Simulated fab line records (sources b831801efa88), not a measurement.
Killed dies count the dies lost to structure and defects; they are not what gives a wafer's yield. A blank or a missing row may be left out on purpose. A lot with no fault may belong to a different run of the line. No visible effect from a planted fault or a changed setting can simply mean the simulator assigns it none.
fab line records	flow sky130
record: lots: 12	wafers: 36	lastDay: 50
route steps=708 shown FIELD_ISO@14 PWDE@53 NWELL@78 VT_ADJUST_LVTN@104
lots untouched by any fault: they come from a run of this same line in which no faults occurred
startH: the number of hours between the record's first day and the start of the first shown wafer of the lot	waitH: hours since the lot's step before	" as in the row above	L1.1+2: several wafers, shown together as one row	- no value, or no start given	* or withheld: withheld	< > ~ a bound
route shown NAME@n: NAME is a module with steps in the file, n the number in the route of the first one	usual: average and standard deviation across the fault-free wafers	same: alike in all rows	chamber/n: place in a boat	sites: the reading at each site	_std_site: standard deviation of those values	_edge_site: mean of outer sites minus mean of inner sites	radiusMm: how far each site lies from the wafer's centre	mask NAME#n: copy n	behind: the tool/chamber that last shaped the wafer	hold: the reason the lot was held/the length of the hold in hours/how it ended	device: the n, p or np transistor that did not switch	end of line: at the end of the route, the tests of the same wafers	a step with no rows: only its recipe	killed: count of dies lost to structure and defects at first sort (not the wafer's yield)	map: a wafer's dies, marking killed ones x, the rest . and places with no die _
set.NAME: the run value of the setting; set.NAME@STEP: its run value at that earlier step	model.NAME: the simulator's own value behind a step, which no gauge read
steps of the route over a sample of lots; a table a step, a row a wafer
services: a tool's chamber out of use, with start hour (startH, from the record's first day; less than 0 if before it), hours out, and reason
== steps ==
step: SKY_FIELD_ISO_CD_MEAS_13
recipe: targetCdNm: 150
usual: cdNm: 149.7/1.3
lot.wafer	tool	chamber	startH	waitH	cdNm
L915.2	cdSem-02	-	28.23	-	151.6
L915.3	"	-	"	"	153.1
L915.4	"	-	"	"	154.0
L919.1	cdSem-02	-	49.26	-	149.2
L919.4	"	-	"	"	147.9
L919.6	"	-	"	"	147.7
L920.2	cdSem-02	-	55.08	-	150.1
L920.4	"	-	"	"	147.0
L920.6	"	-	"	"	150.6
L923.1	cdSem-02	-	70.81	-	149.3
L923.3	"	-	"	"	148.9
L923.6	"	-	"	"	148.3
L924.1	cdSem-02	-	75.03	-	149.5
L924.2	"	-	"	"	149.5
L924.6	"	-	"	"	149.7
L928.1	cdSem-02	-	97.28	-	148.3
L928.2	"	-	"	"	147.5
L928.5	"	-	"	"	148.1
L930.2	cdSem-02	-	107.10	-	150.4
L930.4	"	-	"	"	149.3
L930.6	"	-	"	"	150.5
L931.1	cdSem-01	-	112.31	-	149.2
L931.2	"	-	"	"	147.9
L931.5	"	-	"	"	150.0
L932.1	cdSem-02	-	116.13	-	148.4
L932.2	"	-	"	"	149.8
L932.5	"	-	"	"	149.8
L935.3	cdSem-02	-	133.67	-	150.9
L935.4	"	-	"	"	148.8
L935.6	"	-	"	"	149.1
L936.4	cdSem-01	-	137.69	-	151.9
L936.5	"	-	"	"	150.6
L936.6	"	-	"	"	150.9
L937.1	cdSem-02	-	143.38	-	147.9
L937.2	"	-	"	"	148.9
L937.3	"	-	"	"	148.3
step: SKY_PWDE_IMPLANT_08
recipe: species: B	energyKev: 150	doseCm2: 3.6e+12	tiltDeg: withheld
usual: beamEnergyKeV: 150.01/0.042
lot.wafer	tool	chamber	startH	waitH	beamEnergyKeV
L915.2	implanter-04	0	67.59	0.0	149.97
L915.3	"	0	"	"	150.02
L915.4	"	0	"	"	149.96
L919.1	implanter-04	0	89.77	0.0	149.96
L919.4	"	0	"	"	149.99
L919.6	"	0	"	"	150.05
L920.2	implanter-02	0	95.24	0.0	150.02
L920.4	"	0	"	"	149.97
L920.6	"	0	"	"	149.99
L923.1	implanter-01	0	113.11	0.0	149.98
L923.3	"	0	"	"	150.06
L923.6	"	0	"	"	150.01
L924.1	implanter-02	0	117.56	0.0	150.09
L924.2	"	0	"	"	149.97
L924.6	"	0	"	"	150.02
L928.1	implanter-04	0	141.32	0.0	149.98
L928.2	"	0	"	"	150.00
L928.5	"	0	"	"	150.06
L930.2	implanter-02	0	154.88	0.0	178.34
L930.4	"	0	"	"	178.31
L930.6	"	0	"	"	178.28
L931.1	implanter-02	0	157.77	0.0	178.34
L931.2	"	0	"	"	178.35
L931.5	"	0	"	"	178.35
L932.1	implanter-02	0	163.17	0.0	178.37
L932.2	"	0	"	"	178.29
L932.5	"	0	"	"	178.33
L935.3	implanter-01	0	179.96	0.1	149.97
L935.4	"	0	"	"	149.99
L935.6	"	0	"	"	150.03
L936.4	implanter-04	0	185.38	0.1	150.03
L936.5	"	0	"	"	149.97
L936.6	"	0	"	"	149.95
L937.1	implanter-04	0	192.52	0.0	149.93
L937.2	"	0	"	"	149.98
L937.3	"	0	"	"	149.99
step: SKY_NWELL_STRIP_25
recipe: chemistry: O2/N2	powerW: 1400	pressureMtorr: 1500	platenTempC: withheld	o2FlowSccm: 3000	n2FlowSccm: 300	overashFraction: 0.5
usual: drypumpMotorCurrentA: 5.8/0.39	oesProductAu: 0.722/0.0046	stripTimeToEndpointS: 36.95/0.088
lot.wafer	tool	chamber	startH	waitH	drypumpMotorCurrentA	oesProductAu	rfHoursCounterH	stripTimeToEndpointS
L915.2	plasmaAsher-01	1	102.87	0.1	6.4	0.724	43	36.81
L915.3	"	0	"	"	5.4	0.730	-	36.88
L915.4	"	1	"	"	6.4	0.717	-	37.04
L919.1	plasmaAsher-01	0	126.05	0.1	5.4	0.727	1	36.92
L919.4	"	0	"	"	5.4	0.717	-	37.02
L919.6	"	0	"	"	5.3	0.718	-	37.03
L920.2	plasmaAsher-03	1	132.11	0.1	5.5	0.715	44	36.95
L920.4	"	0	"	"	5.8	0.719	-	36.98
L920.6	"	0	"	"	5.8	0.719	-	36.92
L923.1	plasmaAsher-04	0	151.31	0.1	6.5	0.724	32	37.02
L923.3	"	1	"	"	5.8	0.722	-	37.10
L923.6	"	0	"	"	6.5	0.730	-	37.11
L924.1	plasmaAsher-01	1	156.35	0.1	6.4	0.720	4	36.85
L924.2	"	0	"	"	5.4	0.720	4	36.96
L924.6	"	0	"	"	5.4	0.722	-	36.89
L928.1	plasmaAsher-03	1	182.07	0.1	5.6	0.722	48	37.04
L928.2	"	0	"	"	5.7	0.726	48	37.04
L928.5	"	1	"	"	5.5	0.723	-	36.90
L930.2	plasmaAsher-04	1	198.01	0.1	5.7	0.719	37	36.78
L930.4	"	1	"	"	5.8	0.718	-	36.88
L930.6	"	1	"	"	5.8	0.721	-	36.94
L931.1	plasmaAsher-03	1	199.95	0.1	5.5	0.727	50	37.04
L931.2	"	0	"	"	5.8	0.731	50	36.94
L931.5	"	0	"	"	5.8	0.718	-	36.98
L932.1	plasmaAsher-03	0	205.57	0.1	5.8	0.726	51	37.03
L932.2	"	1	"	"	5.5	0.720	51	36.95
L932.5	"	1	"	"	5.6	0.710	-	36.96
L935.3	plasmaAsher-03	0	223.09	0.1	5.8	0.720	-	36.82
L935.4	"	1	"	"	5.6	0.718	-	36.88
L935.6	"	0	"	"	5.8	0.730	-	36.90
L936.4	plasmaAsher-03	0	228.75	0.1	5.8	0.718	-	36.81
L936.5	"	0	"	"	5.8	0.725	-	36.85
L936.6	"	1	"	"	5.5	0.728	-	36.81
L937.1	plasmaAsher-01	1	235.30	0.1	6.4	0.719	12	36.93
L937.2	"	0	"	"	5.4	0.727	12	37.03
L937.3	"	1	"	"	6.4	0.722	-	36.89
step: SKY_NWELL_RS_MEAS_31
recipe: thkMeasGauge: four-point-probe
usual: PWDE_RS: 5279/17
lot.wafer	tool	chamber	startH	waitH	hold	PWDE_RS[ohm/sq]
L915.2	filmMetro-03	-	103.44	0.1	-	5277
L915.3	"	-	"	"	-	5269
L915.4	"	-	"	"	-	5270
L919.1	filmMetro-03	-	126.60	0.1	-	5272
L919.4	"	-	"	"	-	5274
L919.6	"	-	"	"	-	5274
L920.2	filmMetro-04	-	132.68	0.1	-	5289
L920.4	"	-	"	"	-	5297
L920.6	"	-	"	"	-	5313
L923.1	filmMetro-04	-	151.86	0.1	-	5282
L923.3	"	-	"	"	-	5274
L923.6	"	-	"	"	-	5279
L924.1	filmMetro-03	-	156.90	0.1	-	5305
L924.2	"	-	"	"	-	5297
L924.6	"	-	"	"	-	5268
L928.1	filmMetro-03	-	182.62	0.1	-	5283
L928.2	"	-	"	"	-	5292
L928.5	"	-	"	"	-	5305
L930.2	filmMetro-04	-	198.59	0.1	-	5243
L930.4	"	-	"	"	-	5231
L930.6	"	-	"	"	-	5230
L931.1	filmMetro-03	-	200.51	0.1	awaitDispo/0.2h/release	5208
L931.2	"	-	"	"	awaitDispo/0.2h/release	5221
L931.5	"	-	"	"	awaitDispo/0.2h/release	5211
L931.1	filmMetro-03	-	200.94	0.4	-	5208
L931.2	"	-	"	"	-	5226
L931.5	"	-	"	"	-	5213
L932.1	filmMetro-03	-	206.12	0.1	-	5261
L932.2	"	-	"	"	-	5269
L932.5	"	-	"	"	-	5244
L935.3	filmMetro-02	-	223.65	0.1	-	5281
L935.4	"	-	"	"	-	5288
L935.6	"	-	"	"	-	5281
L936.4	filmMetro-03	-	229.43	0.1	-	5257
L936.5	"	-	"	"	-	5261
L936.6	"	-	"	"	-	5272
L937.1	filmMetro-03	-	235.85	0.1	-	5277
L937.2	"	-	"	"	-	5284
L937.3	"	-	"	"	-	5274
step: SKY_VT_ADJUST_LVTN_OVL_MEAS_07
usual: VT_ADJUST_LVTN_OVL: -0.3/1.4
lot.wafer	tool	chamber	startH	waitH	VT_ADJUST_LVTN_OVL[nm]
L915.2	overlay-02	-	140.13	-	-0.7
L915.3	"	-	"	"	-1.8
L915.4	"	-	"	"	-3.4
L919.1	overlay-02	-	165.97	-	0.6
L919.4	"	-	"	"	0.6
L919.6	"	-	"	"	-0.1
L920.2	overlay-01	-	172.53	-	-0.7
L920.4	"	-	"	"	0.8
L920.6	"	-	"	"	1.9
L923.1	overlay-02	-	192.92	-	-1.5
L923.3	"	-	"	"	0.3
L923.6	"	-	"	"	0.0
L924.1	overlay-02	-	198.13	-	2.1
L924.2	"	-	"	"	0.0
L924.6	"	-	"	"	-2.3
L928.1	overlay-01	-	225.58	-	0.4
L928.2	"	-	"	"	0.6
L928.5	"	-	"	"	-0.8
L930.2	overlay-02	-	242.44	-	-2.3
L930.4	"	-	"	"	-0.1
L930.6	"	-	"	"	-0.2
L931.1	overlay-02	-	243.76	-	-0.2
L931.2	"	-	"	"	-1.1
L931.5	"	-	"	"	-1.4
L932.1	overlay-02	-	249.22	-	-0.5
L932.2	"	-	"	"	0.2
L932.5	"	-	"	"	1.4
L935.3	overlay-02	-	269.43	-	0.5
L935.4	"	-	"	"	-0.6
L935.6	"	-	"	"	-2.4
L936.4	overlay-01	-	275.60	-	2.4
L936.5	"	-	"	"	1.2
L936.6	"	-	"	"	2.4
L937.1	overlay-01	-	283.17	-	-0.2
L937.2	"	-	"	"	-1.2
L937.3	"	-	"	"	-1.4
== services ==
tool	chamber	startH	hours	kind
implanter-01	-	52.21	4.0	repair
implanter-04	-	57.90	2.4	repair
plasmaAsher-03	-	62.53	0.8	repair
plasmaAsher-03	-	63.19	0.4	repair
plasmaAsher-03	-	76.91	2.8	pm
plasmaAsher-01	-	108.75	9.0	pm
plasmaAsher-01	0	108.75	9.0	ventCycle
plasmaAsher-01	1	108.75	9.0	ventCycle
plasmaAsher-01	0	117.75	-	clean
plasmaAsher-01	1	117.75	-	clean
implanter-01	-	121.65	3.4	repair
implanter-01	-	131.08	20.7	repair
plasmaAsher-01	-	141.60	0.9	repair
implanter-04	-	148.77	6.2	pm
implanter-01	-	154.64	5.5	pm
plasmaAsher-03	-	161.09	15.6	pm
implanter-04	-	168.40	3.9	pm
== key ==
firstSign: step: SKY_PWDE_IMPLANT_08	reading: beamEnergyKeV	direction: up	sigmas: 99+	usual: *	struck: *
effect: step: SKY_NWELL_RS_MEAS_31	reading: PWDE_RS	direction: down	sigmas: 2.5	usual: 5279	struck: 5235
metAt SKY_PWDE_IMPLANT_08
struckLots L930,L931,L932
testerLeftOut L930,L931,L932
notActingAt SKY_FIELD_ISO_CD_MEAS_13,SKY_NWELL_STRIP_25,SKY_VT_ADJUST_LVTN_OVL_MEAS_07
onsetBetween 117.56 154.88
fault: kind: processParameterDrift	tool: implanter-02	chamber: -	onsetH: 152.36	steps: SKY_PWDE_IMPLANT_08	channel: energyKev	offset: *	shape: step	endH: 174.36	actsIn: *	stated: *
testerLeftOut: of these lots the tester's yield and bins aren't shown, on N5 and GAA mostly nor the transistor test; their killed dies are dies lost to structure and defects alone, not to doping, threshold or leakage, so they don't give the yield
